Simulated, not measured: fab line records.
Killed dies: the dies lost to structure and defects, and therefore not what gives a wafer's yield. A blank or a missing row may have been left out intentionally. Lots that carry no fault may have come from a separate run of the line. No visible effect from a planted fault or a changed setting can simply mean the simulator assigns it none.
fab line records	flow gf180mcu
[record] lots = 5	wafers = 15	last_day = 33
route steps=602 shown MVPSD@84 VT_IMPLANT@90
lots that met no fault: taken from a fault-free run of the same line
start_h: hours from the record's opening day to when the first of the lot's shown wafers began	wait_h: hours since the lot's step before	" repeats the value in the row above	L1.1+2: a row that stands for several wafers	- no value, or no start was given	* or withheld: withheld	< > ~ a bound
route shown NAME@n: NAME is a module with steps in the file, n the number in the route of the first one	usual: mean/standard deviation of fault-free wafers	same: alike in all rows	chamber/n: place in a boat	sites: each site's reading	_std_site: standard deviation across them	_edge_site: outer sites' mean less inner sites'	radius_mm: for every site, how far away it sits from the centre of the wafer	mask NAME#n: copy n	behind: tool/chamber where the wafer was last shaped	hold: why the lot went on hold/how many hours it stayed there/how the hold came to an end	device: the n, p or np transistor that did not switch	end of line: at the end of the route, the tests of the same wafers	step lacking rows: just its recipe	killed: dies lost to structure and defects at the first sort, not the wafer's yield	map: shows each die of a wafer: x if killed, . if not, _ if none is there
set.NAME: the run value of the setting; set.NAME@STEP: its run value at that earlier step	model.NAME: the simulator's own value behind a step, which no gauge read
lots seen at some steps along the route; tables by step, rows by wafer
services: the hour from which a tool's chamber was out of use, counted from the record's first day as start_h (under 0 if before that day), plus the number of hours and why
[[steps]]
[step GF_MVPSD_DEVELOP_06]
[recipe] wall_angle_deg = 90	develop_time_s = 60	dev_temp_c = 23
[usual] exhaust_pa = 45.0/0.82
lot.wafer	tool	chamber	start_h	wait_h	exhaust_pa
L079.2	litho_track-01	0	-	-	45.2
L079.4	"	0	"	"	45.9
L079.6	"	0	"	"	44.9
L083.2	litho_track-04	0	-	-	44.0
L083.4	"	0	"	"	46.4
L083.5	"	0	"	"	45.5
L086.4	litho_track-02	0	-	-	45.9
L086.5	"	0	"	"	44.1
L086.6	"	0	"	"	44.2
L088.2	litho_track-02	0	-	-	44.3
L088.3	"	0	"	"	45.2
L088.6	"	0	"	"	44.1
L091.3	litho_track-04	0	-	-	45.8
L091.4	"	0	"	"	45.1
L091.6	"	0	"	"	45.6
[step GF_MVPSD_OVL_MEAS_07]
[usual] MVPSD_OVL = -0.3/1.4
lot.wafer	tool	chamber	start_h	wait_h	MVPSD_OVL[nm]
L079.2	overlay-02	-	125.33	-	-0.2
L079.4	"	-	"	"	-0.9
L079.6	"	-	"	"	-0.2
L083.2	overlay-01	-	149.16	-	0.7
L083.4	"	-	"	"	-0.2
L083.5	"	-	"	"	0.5
L086.4	overlay-01	-	170.17	-	0.7
L086.5	"	-	"	"	1.2
L086.6	"	-	"	"	0.5
L088.2	overlay-01	-	184.11	-	1.1
L088.3	"	-	"	"	1.6
L088.6	"	-	"	"	-0.1
L091.3	overlay-01	-	200.17	-	-0.4
L091.4	"	-	"	"	-0.3
L091.6	"	-	"	"	-0.9
[step GF_MVPSD_IMPLANT_08]
[recipe] species = B	energy_kev = 170	dose_cm2 = 1.5e+13	tilt_deg = 0
lot.wafer	tool	chamber	start_h	wait_h
L079.2+4+6	implanter-01	0	125.39	0.0
L083.2+4+5	implanter-03	0	149.22	0.0
L086.4+5+6	implanter-04	0	170.26	0.1
L088.2+3+6	implanter-04	0	184.16	0.0
L091.3+4+6	implanter-04	0	200.24	0.1
[step GF_MVPSD_IMPLANT_09]
[recipe] species = B	energy_kev = 40	dose_cm2 = 5e+12	tilt_deg = 0
lot.wafer	tool	chamber	start_h	wait_h
L079.2+4+6	implanter-01	0	125.54	0.1
L083.2+4+5	implanter-03	0	149.37	0.1
L086.4+5+6	implanter-04	0	170.41	0.1
L088.2+3+6	implanter-04	0	184.31	0.1
L091.3+4+6	implanter-04	0	200.39	0.1
[step GF_MVPSD_STRIP_10]
[recipe] chemistry = O2/N2	power_w = 1400	pressure_mtorr = 1500	platen_temp_c = 250	o2_flow_sccm = 3000	n2_flow_sccm = 300	overash_fraction = 0.5
[usual] drypump_motor_current_A = 5.7/0.34	heater_power_w = 338/31	oes_product_au = 0.722/0.0048	strip_time_to_endpoint_s = 36.73/0.13
lot.wafer	tool	chamber	start_h	wait_h	drypump_motor_current_A	heater_power_w	oes_product_au	rf_hours_counter_h	strip_time_to_endpoint_s
L079.2	plasma_asher-01	0	125.66	0.1	5.6	321	0.719	1	36.77
L079.4	"	1	"	"	6.1	400	0.716	-	36.79
L079.6	"	0	"	"	5.6	324	0.714	-	36.65
L083.2	plasma_asher-02	0	149.49	0.1	6.2	299	0.721	54	36.82
L083.4	"	0	"	"	6.2	300	0.725	-	36.83
L083.5	"	1	"	"	5.4	340	0.724	-	36.76
L086.4	plasma_asher-02	1	170.52	0.1	5.4	337	0.720	-	37.00
L086.5	"	0	"	"	6.2	299	0.721	-	37.10
L086.6	"	1	"	"	5.3	338	0.724	-	37.07
L088.2	plasma_asher-04	1	184.44	0.1	5.5	344	0.713	53	36.68
L088.3	"	0	"	"	5.5	342	0.724	-	36.81
L088.6	"	1	"	"	5.4	330	0.722	-	36.70
L091.3	plasma_asher-01	1	200.52	0.1	6.1	402	0.723	-	36.75
L091.4	"	0	"	"	5.6	331	0.722	-	36.79
L091.6	"	0	"	"	5.6	324	0.734	-	36.64
[step GF_MVPSD_TW_MEAS_11]
[usual] MVPSD_TW = 549/5
lot.wafer	tool	chamber	start_h	wait_h	MVPSD_TW
L079.2	film_metro-02	-	125.77	0.1	552
L079.4	"	-	"	"	550
L079.6	"	-	"	"	553
L083.2	film_metro-03	-	149.60	0.1	541
L083.4	"	-	"	"	542
L083.5	"	-	"	"	539
L086.4	film_metro-02	-	170.62	0.1	553
L086.5	"	-	"	"	556
L086.6	"	-	"	"	556
L088.2	film_metro-03	-	184.55	0.1	548
L088.3	"	-	"	"	550
L088.6	"	-	"	"	547
L091.3	film_metro-01	-	200.61	0.1	550
L091.4	"	-	"	"	549
L091.6	"	-	"	"	548
[step GF_VT_IMPLANT_DEHYDRATE_00]
[recipe] temp_c = 200	time_s = 60
[usual] exhaust_pa = 44.9/0.93
lot.wafer	tool	chamber	start_h	wait_h	exhaust_pa
L079.2	litho_track-02	0	132.58	6.8	44.3
L079.4	"	0	"	"	44.8
L079.6	"	0	"	"	44.5
L083.2	litho_track-02	0	156.53	6.9	44.8
L083.4	"	0	"	"	45.9
L083.5	"	0	"	"	45.8
L086.4	litho_track-03	0	178.09	7.5	43.9
L086.5	"	0	"	"	44.3
L086.6	"	0	"	"	44.1
L088.2	litho_track-04	0	192.03	7.5	44.6
L088.3	"	0	"	"	46.3
L088.6	"	0	"	"	45.1
L091.3	litho_track-03	0	208.61	8.0	44.4
L091.4	"	0	"	"	44.2
L091.6	"	0	"	"	43.3
[step GF_VT_IMPLANT_HMDS_01]
[recipe] prime_time_s = 60	prime_temp_c = 120
[usual] exhaust_pa = 45.0/0.85
[same] prime_time_s = 60
lot.wafer	tool	chamber	start_h	wait_h	exhaust_pa
L079.2	litho_track-02	0	132.73	0.1	42.8
L079.4	"	0	"	"	44.1
L079.6	"	0	"	"	43.3
L083.2	litho_track-02	0	156.68	0.1	45.3
L083.4	"	0	"	"	45.4
L083.5	"	0	"	"	44.9
L086.4	litho_track-03	0	178.24	0.1	44.5
L086.5	"	0	"	"	45.5
L086.6	"	0	"	"	44.5
L088.2	litho_track-04	0	192.18	0.1	45.4
L088.3	"	0	"	"	45.0
L088.6	"	0	"	"	45.3
L091.3	litho_track-03	0	208.76	0.1	46.0
L091.4	"	0	"	"	45.2
L091.6	"	0	"	"	44.8
[step GF_VT_IMPLANT_COAT_02]
[recipe] resist = NOVOLAK	spin_rpm = 3000	resist_thk_nm = 1000
[usual] exhaust_pa = 44.9/0.92	spin_speed_rpm = 2999.7/1.9
lot.wafer	tool	chamber	start_h	wait_h	exhaust_pa	spin_speed_rpm
L079.2	litho_track-02	0	132.88	0.1	44.5	2998.5
L079.4	"	0	"	"	45.6	2998.8
L079.6	"	0	"	"	45.2	2998.6
L083.2	litho_track-02	0	156.83	0.1	44.3	3001.9
L083.4	"	0	"	"	45.8	3003.8
L083.5	"	0	"	"	44.1	3002.4
L086.4	litho_track-03	0	178.39	0.1	43.8	2996.4
L086.5	"	0	"	"	43.7	3000.8
L086.6	"	0	"	"	43.0	2997.5
L088.2	litho_track-04	0	192.33	0.1	44.3	3003.1
L088.3	"	0	"	"	45.8	3001.2
L088.6	"	0	"	"	44.1	2998.8
L091.3	litho_track-03	0	208.91	0.1	44.2	2998.7
L091.4	"	0	"	"	45.9	3001.1
L091.6	"	0	"	"	45.7	3000.4
[step GF_VT_IMPLANT_SOFTBAKE_03]
[recipe] temp_c = 90	time_s = 60	resist = NOVOLAK
[usual] exhaust_pa = 44.9/0.84
lot.wafer	tool	chamber	start_h	wait_h	exhaust_pa
L079.2	litho_track-02	0	133.03	0.1	44.2
L079.4	"	0	"	"	44.6
L079.6	"	0	"	"	44.4
L083.2	litho_track-02	0	156.98	0.1	43.9
L083.4	"	0	"	"	46.6
L083.5	"	0	"	"	45.2
L086.4	litho_track-03	0	178.54	0.1	44.9
L086.5	"	0	"	"	44.9
L086.6	"	0	"	"	45.2
L088.2	litho_track-04	0	192.48	0.1	43.1
L088.3	"	0	"	"	43.0
L088.6	"	0	"	"	43.3
L091.3	litho_track-03	0	209.06	0.1	44.7
L091.4	"	0	"	"	46.7
L091.6	"	0	"	"	44.2
[step GF_VT_IMPLANT_EXPOSE_04]
[recipe] mask_id = LVPWELL_LV_AREA	target_cd_nm = 600	na = 0.6	source_shape = conventional	sigma_outer = 0.6	dose_mj = 140
lot.wafer	tool	chamber	start_h	wait_h	mask
L079.2+4+6	iline_stepper-02	0	-	-	LVPWELL_LV_AREA#0
L083.2+4+5	iline_stepper-01	0	-	-	LVPWELL_LV_AREA#0
L086.4+5+6	iline_stepper-01	0	-	-	LVPWELL_LV_AREA#0
L088.2+3+6	iline_stepper-02	0	-	-	LVPWELL_LV_AREA#0
L091.3+4+6	iline_stepper-02	0	-	-	LVPWELL_LV_AREA#0
[step GF_VT_IMPLANT_PEB_05]
[recipe] temp_c = withheld	time_s = *	resist = NOVOLAK
[usual] exhaust_pa = 45.1/1
lot.wafer	tool	chamber	start_h	wait_h	exhaust_pa
L079.2	litho_track-03	0	-	-	45.7
L079.4	"	0	"	"	45.6
L079.6	"	0	"	"	44.2
L083.2	litho_track-02	0	-	-	45.8
L083.4	"	0	"	"	45.9
L083.5	"	0	"	"	45.2
L086.4	litho_track-03	0	-	-	45.7
L086.5	"	0	"	"	47.0
L086.6	"	0	"	"	46.5
L088.2	litho_track-02	0	-	-	43.7
L088.3	"	0	"	"	45.2
L088.6	"	0	"	"	45.5
L091.3	litho_track-04	0	-	-	44.2
L091.4	"	0	"	"	43.3
L091.6	"	0	"	"	43.4
[step GF_VT_IMPLANT_DEVELOP_06]
[recipe] develop_time_s = 60	dev_temp_c = 23
[usual] exhaust_pa = 45.1/0.81
lot.wafer	tool	chamber	start_h	wait_h	exhaust_pa
L079.2	litho_track-03	0	140.34	0.1	44.4
L079.4	"	0	"	"	45.6
L079.6	"	0	"	"	44.7
L083.2	litho_track-02	0	165.08	0.1	44.2
L083.4	"	0	"	"	45.1
L083.5	"	0	"	"	44.7
L086.4	litho_track-03	0	187.24	0.1	44.9
L086.5	"	0	"	"	45.0
L086.6	"	0	"	"	44.4
L088.2	litho_track-02	0	200.93	0.1	45.2
L088.3	"	0	"	"	44.1
L088.6	"	0	"	"	43.7
L091.3	litho_track-04	0	217.66	0.1	44.6
L091.4	"	0	"	"	45.4
L091.6	"	0	"	"	44.6
[step GF_VT_IMPLANT_OVL_MEAS_07]
[usual] VT_IMPLANT_OVL = 0.7/1.5
lot.wafer	tool	chamber	start_h	wait_h	VT_IMPLANT_OVL[nm]
L079.2	overlay-01	-	140.47	0.1	1.6
L079.4	"	-	"	"	-0.6
L079.6	"	-	"	"	-0.4
L083.2	overlay-01	-	165.21	0.1	-0.4
L083.4	"	-	"	"	1.4
L083.5	"	-	"	"	1.3
L086.4	overlay-02	-	187.33	0.1	-1.2
L086.5	"	-	"	"	0.0
L086.6	"	-	"	"	0.7
L088.2	overlay-01	-	201.06	0.1	-0.6
L088.3	"	-	"	"	0.8
L088.6	"	-	"	"	0.2
L091.3	overlay-01	-	217.77	0.1	2.2
L091.4	"	-	"	"	2.0
L091.6	"	-	"	"	3.7
[step GF_VT_IMPLANT_IMPLANT_08]
[recipe] species = BF2	energy_kev = 20	dose_cm2 = 8.29e+12	tilt_deg = 7.403
lot.wafer	tool	chamber	start_h	wait_h
L079.2+4+6	implanter-03	0	140.53	0.0
L083.2+4+5	implanter-03	0	165.26	0.0
L086.4+5+6	implanter-04	0	187.42	0.1
L088.2+3+6	implanter-03	0	201.11	0.0
L091.3+4+6	implanter-03	0	217.84	0.1
[step GF_VT_IMPLANT_STRIP_09]
[recipe] chemistry = O2/N2	power_w = 1400	pressure_mtorr = 1500	platen_temp_c = 250	o2_flow_sccm = 3000	n2_flow_sccm = 300	overash_fraction = 0.5
[usual] drypump_motor_current_A = 5.6/0.34	heater_power_w = 340/21	oes_product_au = 0.716/0.0043	strip_time_to_endpoint_s = 12.62/0.037
lot.wafer	tool	chamber	start_h	wait_h	drypump_motor_current_A	heater_power_w	oes_product_au	rf_hours_counter_h	strip_time_to_endpoint_s
L079.2	plasma_asher-03	1	140.65	0.1	5.3	363	0.716	34	12.57
L079.4	"	1	"	"	5.3	366	0.707	-	12.58
L079.6	"	0	"	"	5.9	366	0.710	-	12.59
L083.2	plasma_asher-03	1	165.39	0.1	5.3	365	0.715	37	12.63
L083.4	"	1	"	"	5.3	361	0.715	-	12.60
L083.5	"	1	"	"	5.2	369	0.710	-	12.60
L086.4	plasma_asher-02	1	187.53	0.1	5.3	342	0.716	-	12.60
L086.5	"	1	"	"	5.3	338	0.725	-	12.64
L086.6	"	0	"	"	6.2	305	0.712	-	12.65
L088.2	plasma_asher-04	0	201.24	0.1	5.5	357	0.717	55	12.69
L088.3	"	1	"	"	5.5	335	0.719	-	12.69
L088.6	"	1	"	"	5.5	340	0.712	-	12.66
L091.3	plasma_asher-03	1	217.97	0.1	5.3	379	0.719	-	12.64
L091.4	"	0	"	"	5.9	351	0.716	-	12.62
L091.6	"	0	"	"	5.9	364	0.712	-	12.63
[step GF_VT_IMPLANT_TW_MEAS_10]
[usual] VT_IMPLANT_TW = 566/4.2
lot.wafer	tool	chamber	start_h	wait_h	VT_IMPLANT_TW
L079.2	film_metro-02	-	140.76	0.1	563
L079.4	"	-	"	"	563
L079.6	"	-	"	"	566
L083.2	film_metro-04	-	165.50	0.1	570
L083.4	"	-	"	"	572
L083.5	"	-	"	"	572
L086.4	film_metro-02	-	187.63	0.1	568
L086.5	"	-	"	"	568
L086.6	"	-	"	"	567
L088.2	film_metro-04	-	201.35	0.1	570
L088.3	"	-	"	"	568
L088.6	"	-	"	"	569
L091.3	film_metro-02	-	218.06	0.1	565
L091.4	"	-	"	"	566
L091.6	"	-	"	"	569
[step GF_VT_IMPLANT_DEHYDRATE_11]
[recipe] temp_c = 200	time_s = 60
[usual] exhaust_pa = 44.9/0.85
lot.wafer	tool	chamber	start_h	wait_h	exhaust_pa
L079.2	litho_track-04	0	147.88	7.1	44.9
L079.4	"	0	"	"	44.5
L079.6	"	0	"	"	44.0
L083.2	litho_track-02	0	172.53	7.0	43.6
L083.4	"	0	"	"	44.8
L083.5	"	0	"	"	45.1
L086.4	litho_track-04	0	195.93	8.3	45.8
L086.5	"	0	"	"	43.9
L086.6	"	0	"	"	45.1
L088.2	litho_track-04	0	209.53	8.2	44.5
L088.3	"	0	"	"	44.7
L088.6	"	0	"	"	43.3
L091.3	litho_track-03	0	226.06	8.0	46.4
L091.4	"	0	"	"	44.3
L091.6	"	0	"	"	44.5
[step GF_VT_IMPLANT_HMDS_12]
[recipe] prime_time_s = 60	prime_temp_c = 120
[usual] exhaust_pa = 44.8/0.9
[same] prime_time_s = 60
lot.wafer	tool	chamber	start_h	wait_h	exhaust_pa
L079.2	litho_track-04	0	148.03	0.1	44.2
L079.4	"	0	"	"	44.5
L079.6	"	0	"	"	42.9
L083.2	litho_track-02	0	172.68	0.1	43.4
L083.4	"	0	"	"	44.4
L083.5	"	0	"	"	44.4
L086.4	litho_track-04	0	196.08	0.1	46.0
L086.5	"	0	"	"	44.4
L086.6	"	0	"	"	43.8
L088.2	litho_track-04	0	209.68	0.1	45.5
L088.3	"	0	"	"	45.4
L088.6	"	0	"	"	44.9
L091.3	litho_track-03	0	226.21	0.1	44.7
L091.4	"	0	"	"	45.6
L091.6	"	0	"	"	43.8
[step GF_VT_IMPLANT_COAT_13]
[recipe] resist = NOVOLAK	spin_rpm = 3000	resist_thk_nm = 1000
[usual] exhaust_pa = 44.9/0.88	spin_speed_rpm = 3000.1/1.7
lot.wafer	tool	chamber	start_h	wait_h	exhaust_pa	spin_speed_rpm
L079.2	litho_track-04	0	148.18	0.1	44.8	2999.1
L079.4	"	0	"	"	44.1	2998.3
L079.6	"	0	"	"	45.2	3002.3
L083.2	litho_track-02	0	172.83	0.1	45.1	3002.0
L083.4	"	0	"	"	45.9	2998.3
L083.5	"	0	"	"	44.9	3002.2
L086.4	litho_track-04	0	196.23	0.1	43.8	3003.3
L086.5	"	0	"	"	45.4	3002.1
L086.6	"	0	"	"	44.8	3002.0
L088.2	litho_track-04	0	209.83	0.1	43.6	2999.5
L088.3	"	0	"	"	43.2	2999.7
L088.6	"	0	"	"	44.3	2999.8
L091.3	litho_track-03	0	226.36	0.1	45.4	2997.3
L091.4	"	0	"	"	44.7	2999.6
L091.6	"	0	"	"	46.2	3000.3
[step GF_VT_IMPLANT_SOFTBAKE_14]
[recipe] temp_c = 90	time_s = 60	resist = NOVOLAK
[usual] exhaust_pa = 45.1/0.95
lot.wafer	tool	chamber	start_h	wait_h	exhaust_pa
L079.2	litho_track-04	0	148.33	0.1	46.3
L079.4	"	0	"	"	45.0
L079.6	"	0	"	"	45.9
L083.2	litho_track-02	0	172.98	0.1	44.9
L083.4	"	0	"	"	45.2
L083.5	"	0	"	"	45.2
L086.4	litho_track-04	0	196.38	0.1	45.8
L086.5	"	0	"	"	46.7
L086.6	"	0	"	"	45.6
L088.2	litho_track-04	0	209.98	0.1	46.9
L088.3	"	0	"	"	47.3
L088.6	"	0	"	"	46.2
L091.3	litho_track-03	0	226.51	0.1	44.7
L091.4	"	0	"	"	43.6
L091.6	"	0	"	"	45.3
[step GF_VT_IMPLANT_EXPOSE_15]
[recipe] mask_id = Nwell_LV_AREA	target_cd_nm = 860	na = 0.6	source_shape = conventional	sigma_outer = 0.6	dose_mj = 140
lot.wafer	tool	chamber	start_h	wait_h	mask
L079.2+4+6	iline_stepper-02	0	-	-	Nwell_LV_AREA#0
L083.2+4+5	iline_stepper-01	0	-	-	Nwell_LV_AREA#0
L086.4+5+6	iline_stepper-01	0	-	-	Nwell_LV_AREA#0
L088.2+3+6	iline_stepper-02	0	-	-	Nwell_LV_AREA#0
L091.3+4+6	iline_stepper-02	0	-	-	Nwell_LV_AREA#0
[[services]]
tool	chamber	start_h	hours	kind
plasma_asher-01	-	108.75	9.0	pm
plasma_asher-01	0	108.75	9.0	vent_cycle
plasma_asher-01	1	108.75	9.0	vent_cycle
plasma_asher-01	-	113.00	1.5	repair
plasma_asher-01	0	117.75	-	clean
plasma_asher-01	1	117.75	-	clean
implanter-01	-	118.82	2.9	repair
plasma_asher-01	-	138.61	2.8	pm
plasma_asher-04	-	150.77	9.4	repair
implanter-01	-	202.55	0.6	repair
plasma_asher-02	-	214.67	13.5	pm
[[key]]
fault none
